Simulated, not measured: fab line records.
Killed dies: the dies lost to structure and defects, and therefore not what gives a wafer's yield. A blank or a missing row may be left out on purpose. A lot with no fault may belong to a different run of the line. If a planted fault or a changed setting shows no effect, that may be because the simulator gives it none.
fab line records | flow sky130
record lots=5 wafers=14 last-day=50
route steps=708 shown VT_ADJUST_LVTN@109 VT_ADJUST_NCORE@119
lots with no fault: from the same line, run without faults
start-h: hours from the record's opening day to when the first of the lot's shown wafers began | wait-h: hours elapsed since this lot's preceding step | " unchanged from the row above | L1.1+2: several wafers, shown together as one row | - no value present, or no start provided | * or withheld: withheld | < > ~ a bound
route shown NAME@n: a module of which the file shows steps, and the number in the route of the first | usual: mean/standard deviation taken from wafers without a fault | same: alike in all rows | chamber/n: place in a boat | sites: the reading at each site | _std_site: standard deviation of those values | _edge_site: inner sites' mean taken away from outer sites' mean | radius-mm: for every site, how far away it sits from the centre of the wafer | mask NAME#n: copy n | behind: the tool/chamber that last shaped the wafer | hold: why the lot was held/for how many hours/how that ended | device: whichever transistor did not switch (one of n, p or np) | end of line: the tests these same wafers got at the end of their route | a step without rows: its recipe alone | killed: the dies lost at the first sort to structure and to defects; this is not the yield of the wafer | map: a wafer's dies, x killed, . not, _ none there
set.NAME: the setting that was run; set.NAME@STEP: the one run at that earlier step | model.NAME: the simulator's own value behind a step, which no gauge read
a table for each step, a row for each wafer; lots at some steps of the route
services: from which hour (start-h, from the record's first day; less than 0 if before it) a tool's chamber was out of use, for how many hours, and why
## steps
# step SKY_VT_ADJUST_LVTN_HMDS_12
# recipe prime-time-s=60 prime-temp-c=120
# step SKY_VT_ADJUST_LVTN_COAT_13
# recipe resist=NOVOLAK spin-rpm=3000 resist-thk-nm=1140
# step SKY_VT_ADJUST_LVTN_SOFTBAKE_14
# recipe temp-c=90 time-s=60 resist=NOVOLAK
# step SKY_VT_ADJUST_LVTN_EXPOSE_15
# recipe mask-id=HVN_STD_DERIVED na=0.6 source-shape=conventional sigma-outer=0.6 polarization=unpolarized target-cd-nm=600 dose-mj=163
# step SKY_VT_ADJUST_LVTN_PEB_16
# recipe temp-c=withheld time-s=* resist=NOVOLAK
# step SKY_VT_ADJUST_LVTN_DEVELOP_17
# recipe resist=NOVOLAK developer=TMAH develop-time-s=60 dev-temp-c=23
# step SKY_VT_ADJUST_LVTN_OVL_MEAS_18
# usual VT_ADJUST_LVTN_01_OVL=-0.1/1.7
# columns lot.wafer tool chamber start-h wait-h VT_ADJUST_LVTN_01_OVL[nm]
L259.1 overlay-02 - 178.26 0.1 -2.9
L259.2 " - " " -1.7
L259.4 " - " " -2.3
L261.1 overlay-02 - 192.05 0.1 0.8
L261.2 " - " " 1.2
L261.4 " - " " 0.9
L272.4 overlay-01 - 260.40 0.1 -0.8
L272.5 " - " " 0.8
L274.1 overlay-01 - 276.36 0.1 -0.7
L274.4 " - " " 0.7
L274.6 " - " " 0.2
L278.1 overlay-02 - 306.01 0.1 2.2
L278.2 " - " " 1.4
L278.3 " - " " 3.7
# step SKY_VT_ADJUST_LVTN_IMPLANT_19
# recipe species=B energy-kev=30 dose-cm2=6.5e+11 tilt-deg=withheld
# step SKY_VT_ADJUST_LVTN_STRIP_20
# recipe chemistry=O2/N2 power-w=1400 pressure-mtorr=1500 platen-temp-c=withheld o2-flow-sccm=3000 n2-flow-sccm=300 overash-fraction=0.5
# usual chamber-pressure-mTorr=1500.2/1.4 drypump-motor-current-A=5.4/0.56 oes-product-au=0.716/0.0047 strip-time-to-endpoint-s=14.21/0.036
# columns lot.wafer tool chamber start-h wait-h chamber-pressure-mTorr drypump-motor-current-A oes-product-au rf-hours-counter-h strip-time-to-endpoint-s
L259.1 plasma-asher-01 0 178.45 0.1 1498.5 5.0 0.716 6 14.23
L259.2 " 1 " " 1501.8 4.8 0.722 6 14.26
L259.4 " 1 " " 1500.9 4.8 0.709 - 14.21
L261.1 plasma-asher-03 0 192.23 0.1 1498.8 5.4 0.721 51 14.22
L261.2 " 1 " " 1499.3 6.3 0.715 51 14.19
L261.4 " 0 " " 1500.6 5.4 0.722 - 14.16
L272.4 plasma-asher-03 0 260.60 0.1 1498.5 5.4 0.723 - 14.22
L272.5 " 1 " " 1500.0 6.4 0.708 - 14.21
L274.1 plasma-asher-03 1 276.55 0.1 1500.9 6.4 0.717 59 14.20
L274.4 " 1 " " 1500.6 6.4 0.706 - 14.25
L274.6 " 1 " " 1500.4 6.4 0.706 - 14.18
L278.1 plasma-asher-04 0 306.20 0.1 1499.8 5.6 0.714 50 14.26
L278.2 " 1 " " 1500.0 6.0 0.713 50 14.21
L278.3 " 1 " " 1501.1 6.0 0.714 - 14.25
# step SKY_VT_ADJUST_LVTN_TW_MEAS_21
# usual VT_ADJUST_LVTN_2_TW=187.7/2.2
# columns lot.wafer tool chamber start-h wait-h VT_ADJUST_LVTN_2_TW
L259.1 film-metro-01 - 178.55 0.1 190.9
L259.2 " - " " 190.4
L259.4 " - " " 191.6
L261.1 film-metro-02 - 192.33 0.1 186.3
L261.2 " - " " 187.4
L261.4 " - " " 187.4
L272.4 film-metro-04 - 260.70 0.1 184.6
L272.5 " - " " 185.6
L274.1 film-metro-02 - 276.65 0.1 188.0
L274.4 " - " " 186.4
L274.6 " - " " 187.6
L278.1 film-metro-02 - 306.30 0.1 187.2
L278.2 " - " " 186.5
L278.3 " - " " 187.1
# step SKY_VT_ADJUST_NCORE_DEHYDRATE_00
# recipe temp-c=200 time-s=60
# step SKY_VT_ADJUST_NCORE_HMDS_01
# recipe prime-time-s=60 prime-temp-c=120
# step SKY_VT_ADJUST_NCORE_COAT_02
# recipe resist=NOVOLAK spin-rpm=3000 resist-thk-nm=1140
# usual chill-plate-temp-C=23.02/0.11
# columns lot.wafer tool chamber start-h wait-h chill-plate-temp-C model.NOVOLAK_of_VT_ADJUST_NCORE_COAT_02.thk-nm
L259.1 litho-track-04 0 188.26 0.1 22.95 1139
L259.2 " 0 " " 23.05 1137
L259.4 " 0 " " 22.92 1135
L261.1 litho-track-02 0 202.98 0.1 23.12 1143
L261.2 " 0 " " 23.08 1141
L261.4 " 0 " " 23.01 1138
L272.4 litho-track-02 0 272.85 0.1 23.15 1144
L272.5 " 0 " " 23.25 1237
L274.1 litho-track-03 0 288.95 0.1 23.02 1132
L274.4 " 0 " " 23.10 1136
L274.6 " 0 " " 22.95 1136
L278.1 litho-track-04 0 318.76 0.1 23.14 1140
L278.2 " 0 " " 22.99 1140
L278.3 " 0 " " 22.95 1141
# step SKY_VT_ADJUST_NCORE_SOFTBAKE_03
# recipe temp-c=90 time-s=60 resist=NOVOLAK
# step SKY_VT_ADJUST_NCORE_EXPOSE_04
# recipe mask-id=LVTN_COMPLEMENT_THIN na=0.6 source-shape=conventional sigma-outer=0.6 polarization=unpolarized target-cd-nm=380 dose-mj=139
# step SKY_VT_ADJUST_NCORE_PEB_05
# recipe temp-c=withheld time-s=* resist=NOVOLAK
# step SKY_VT_ADJUST_NCORE_DEVELOP_06
# recipe resist=NOVOLAK developer=TMAH develop-time-s=60 dev-temp-c=23
# usual chill-plate-temp-C=23.01/0.11
# same develop-time-s=60
# columns lot.wafer tool chamber start-h wait-h chill-plate-temp-C model.NOVOLAK_of_VT_ADJUST_NCORE_COAT_02.thk-nm
L259.1 litho-track-02 0 199.23 0.1 22.99 1138
L259.2 " 0 " " 23.11 1136
L259.4 " 0 " " 23.00 1135
L261.1 litho-track-03 0 213.60 0.1 23.00 1143
L261.2 " 0 " " 23.00 1141
L261.4 " 0 " " 23.10 1137
L272.4 litho-track-04 0 285.19 0.1 22.97 1144
L272.5 " 0 " " 22.84 1236
L274.1 litho-track-04 0 301.71 0.1 23.05 1132
L274.4 " 0 " " 23.03 1135
L274.6 " 0 " " 22.96 1135
L278.1 litho-track-04 0 332.26 0.1 22.94 1140
L278.2 " 0 " " 23.04 1139
L278.3 " 0 " " 23.04 1141
# step SKY_VT_ADJUST_NCORE_CD_MEAS_07
# recipe target-cd-nm=380
# usual cd-nm=379.9/2.2
# columns lot.wafer tool chamber start-h wait-h cd-nm
L259.1 cd-sem-01 - 199.38 0.1 379.1
L259.2 " - " " 374.6
L259.4 " - " " 379.5
L261.1 cd-sem-01 - 213.75 0.1 379.8
L261.2 " - " " 379.9
L261.4 " - " " 379.8
L272.4 cd-sem-01 - 285.32 0.1 380.4
L272.5 " - " " 374.2
L274.1 cd-sem-01 - 301.86 0.1 379.0
L274.4 " - " " 380.4
L274.6 " - " " 378.8
L278.1 cd-sem-02 - 332.41 0.1 383.4
L278.2 " - " " 385.4
L278.3 " - " " 382.7
# step SKY_VT_ADJUST_NCORE_OVL_MEAS_08
# usual VT_ADJUST_NCORE_OVL=0.1/1.4
# columns lot.wafer tool chamber start-h wait-h VT_ADJUST_NCORE_OVL[nm]
L259.1 overlay-01 - 199.50 0.1 0.7
L259.2 " - " " 1.6
L259.4 " - " " 0.8
L261.1 overlay-02 - 213.87 0.1 1.1
L261.2 " - " " -0.6
L261.4 " - " " -0.5
L272.4 overlay-02 - 285.40 0.1 0.8
L272.5 " - " " 0.7
L274.1 overlay-01 - 301.98 0.1 2.3
L274.4 " - " " 2.2
L274.6 " - " " 2.3
L278.1 overlay-02 - 332.53 0.1 1.8
L278.2 " - " " 1.5
L278.3 " - " " -0.4
# step SKY_VT_ADJUST_NCORE_IMPLANT_09
# recipe species=B energy-kev=10 dose-cm2=2.4e+12 tilt-deg=withheld
# step SKY_VT_ADJUST_NCORE_STRIP_10
# recipe chemistry=O2/N2 power-w=1400 pressure-mtorr=1500 platen-temp-c=withheld o2-flow-sccm=3000 n2-flow-sccm=300 overash-fraction=0.5
# usual chamber-pressure-mTorr=1500.1/1.4 drypump-motor-current-A=5.9/0.41 oes-product-au=0.716/0.0047 strip-time-to-endpoint-s=14.18/0.04
# columns lot.wafer tool chamber start-h wait-h chamber-pressure-mTorr drypump-motor-current-A oes-product-au rf-hours-counter-h strip-time-to-endpoint-s
L259.1 plasma-asher-03 1 199.69 0.1 1501.3 6.4 0.713 51 14.17
L259.2 " 0 " " 1498.8 5.4 0.713 51 14.14
L259.4 " 0 " " 1498.1 5.4 0.715 - 14.12
L261.1 plasma-asher-04 0 214.06 0.1 1502.1 5.6 0.706 41 14.21
L261.2 " 1 " " 1499.6 6.0 0.721 41 14.18
L261.4 " 1 " " 1501.7 6.0 0.711 - 14.16
L272.4 plasma-asher-02 1 285.60 0.1 1497.0 5.7 0.712 - 14.21
L272.5 " 0 " " 1499.7 6.5 0.718 - 15.27
L274.1 plasma-asher-03 0 302.17 0.1 1499.0 5.4 0.722 62 14.10
L274.4 " 1 " " 1500.2 6.4 0.720 - 14.12
L274.6 " 0 " " 1500.2 5.4 0.710 - 14.13
L278.1 plasma-asher-03 0 332.72 0.1 1499.8 5.4 0.716 65 14.18
L278.2 " 1 " " 1503.2 6.4 0.710 65 14.16
L278.3 " 0 " " 1501.9 5.4 0.723 - 14.19
# step SKY_VT_ADJUST_NCORE_TW_MEAS_11
# usual VT_ADJUST_NCORE_TW=219.8/1.8
# columns lot.wafer tool chamber start-h wait-h VT_ADJUST_NCORE_TW
L259.1 film-metro-02 - 199.79 0.1 217.9
L259.2 " - " " 218.6
L259.4 " - " " 216.9
L261.1 film-metro-02 - 214.16 0.1 217.1
L261.2 " - " " 217.2
L261.4 " - " " 216.7
L272.4 film-metro-01 - 285.70 0.1 221.3
L272.5 " - " " 222.1
L274.1 film-metro-01 - 302.27 0.1 222.0
L274.4 " - " " 222.0
L274.6 " - " " 221.7
L278.1 film-metro-02 - 332.82 0.1 217.7
L278.2 " - " " 218.6
L278.3 " - " " 217.8
## services
# columns tool chamber start-h hours kind
plasma-asher-03 - 174.84 2.8 pm
plasma-asher-04 - 187.54 1.2 repair
plasma-asher-04 - 192.15 0.5 repair
plasma-asher-03 - 196.30 2.4 repair
litho-track-03 - 205.38 - consumable-replace:filter
plasma-asher-03 - 216.34 0.4 repair
plasma-asher-02 - 227.51 12.0 repair
plasma-asher-01 - 243.62 0.6 repair
plasma-asher-04 - 249.11 2.8 pm
plasma-asher-04 - 325.94 1.6 repair
## key
first-sign step=SKY_VT_ADJUST_NCORE_STRIP_10 reading=strip-time-to-endpoint-s direction=up sigmas=28 usual=* struck=*
effect none on later readings
model-effect step=SKY_VT_ADJUST_NCORE_COAT_02 value=NOVOLAK_of_VT_ADJUST_NCORE_COAT_02.thk-nm without=1143 struck=1237
model-effect step=SKY_VT_ADJUST_NCORE_DEVELOP_06 value=NOVOLAK_of_VT_ADJUST_NCORE_COAT_02.thk-nm without=1143 struck=1236
met-at SKY_VT_ADJUST_NCORE_COAT_02
struck-wafers L272.5
tester-left-out L272
onset-between 202.98 272.85
fault kind=process-parameter-drift tool=litho-track-02 chamber=- onset-h=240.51 steps=SKY_VT_ADJUST_NCORE_COAT_02 channel=resist-thk-nm offset=93.4 shape=step end-h=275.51 scope=struck-wafers-only acts-in=these-recipes-only stated=1140
# tester-left-out: of these lots the tester's yield and bins aren't shown, on N5 and GAA mostly nor the transistor test; their killed dies are dies lost to structure and defects alone, not to doping, threshold or leakage, so they don't give the yield
